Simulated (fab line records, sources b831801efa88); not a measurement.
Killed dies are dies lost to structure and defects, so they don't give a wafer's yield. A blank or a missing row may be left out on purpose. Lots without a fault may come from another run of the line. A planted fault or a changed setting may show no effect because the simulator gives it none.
Which tool did it? | flow sky130 | 12 lots, 36 wafers sampled, at 1 step of a route of 708

WHAT THE GAUGES READ, wafer by wafer
SKY_LI_CONTACT_CD_MEAS_12: target cd 170 nm.
lot  | measured     | on        | cd_nm (nm)
L075 | day 29 02:29 | cd_sem-02 | 170.6 169.1 169.1
L077 | day 30 03:19 | cd_sem-02 | 172.1 172.1 170.8
L079 | day 30 14:58 | cd_sem-01 | 170.9 171.7 171.4
L081 | day 31 08:07 | cd_sem-02 | 169.1 168.6 172.1
L083 | day 32 04:40 | cd_sem-01 | 169.9 172.8 171.5
L085 | day 32 20:25 | cd_sem-02 | 173.5 172.0 173.2
L087 | day 33 11:15 | cd_sem-02 | 168.8 165.6 167.0
L089 | day 34 08:11 | cd_sem-01 | 170.7 169.6 169.8
L091 | day 34 17:19 | cd_sem-02 | 171.5 172.3 171.4
L093 | day 35 08:50 | cd_sem-01 | 172.2 172.4 172.2
L095 | day 35 23:37 | cd_sem-01 | 165.7 165.0 166.6
L097 | day 36 14:05 | cd_sem-01 | 169.2 169.4 167.9

WHICH TOOL RAN EACH LOT (tool, then ch and the chambers of the sampled wafers, then the start)
The record holds no process step before these readings.

THE ANSWER, worked out from the rows above alone
Rule: what is usual is taken from the lots themselves. Put in order of their means at a reading, lots are off if they are a third of the lots or fewer, leave a main group of 4 or more, and stand apart from it by a gap of 3 or more times the standard deviation of the main group's means; of several such gaps the widest counts. A main group whose means are all the same, to the digits that the tables above print for the reading, isn't used. A lot without any number at a reading at which 4 lots or more have one is off too. The other lots that the step has rows for count as sound.
No lot is off at any reading shown: from this, nothing can be told.

WHAT THE SIMULATOR HAD PUT IN
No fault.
